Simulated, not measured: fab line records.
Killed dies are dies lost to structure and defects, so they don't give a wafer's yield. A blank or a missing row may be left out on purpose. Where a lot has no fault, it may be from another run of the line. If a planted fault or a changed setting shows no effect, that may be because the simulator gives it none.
Matching of chambers / flow sky130 / 4 sister chambers for SKY_VIA1_CMP_02 on cmp-02
The step polishes SiO2. 4 wafers are shown with their chamber, then 8 later ones without.

== WAFERS WITH THEIR CHAMBER ==
wafer=L102.3; chamber=1; motor_current_A (A)=13.1
wafer=L112.3; chamber=2; motor_current_A (A)=11.5
wafer=L112.5; chamber=3; motor_current_A (A)=12.0
wafer=L114.3; chamber=0; motor_current_A (A)=12.8

== WAFERS MISSING THEIR CHAMBER ==
wafer=L114.4; motor_current_A (A)=11.6
wafer=L114.6; motor_current_A (A)=12.0
wafer=L117.3; motor_current_A (A)=12.9
wafer=L117.5; motor_current_A (A)=11.5
wafer=L117.6; motor_current_A (A)=12.9
wafer=L118.2; motor_current_A (A)=13.0
wafer=L118.4; motor_current_A (A)=11.3
wafer=L118.6; motor_current_A (A)=13.0

== EACH ONE'S CHAMBER ==
wafer=L114.4; from the rows above=2; in truth=2
wafer=L114.6; from the rows above=3; in truth=3
wafer=L117.3; from the rows above=can't be placed: 0 or 1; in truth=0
wafer=L117.5; from the rows above=2; in truth=2
wafer=L117.6; from the rows above=can't be placed: 0 or 1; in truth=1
wafer=L118.2; from the rows above=can't be placed: 1 or 0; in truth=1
wafer=L118.4; from the rows above=2; in truth=2
wafer=L118.6; from the rows above=can't be placed: 1 or 0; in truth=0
4 of 8 placed correctly. Unplaceable from these rows: 4, with the true chamber sitting among the candidates in 4. Number placed wrongly: 0.
How it was worked out, from the rows above alone: a wafer's distance from a chamber is the root of the sum, over the readings, of the square of ((its reading less the chamber's mean) divided by the reading's scatter). The wafer belongs to the nearest chamber; if the next one is less than 2 further off, it can't be placed. Each chamber's mean is taken over the wafers shown for it. The scatter: root of mean squared gap, hidden wafer to nearest shown wafer, with one shown wafer a chamber.
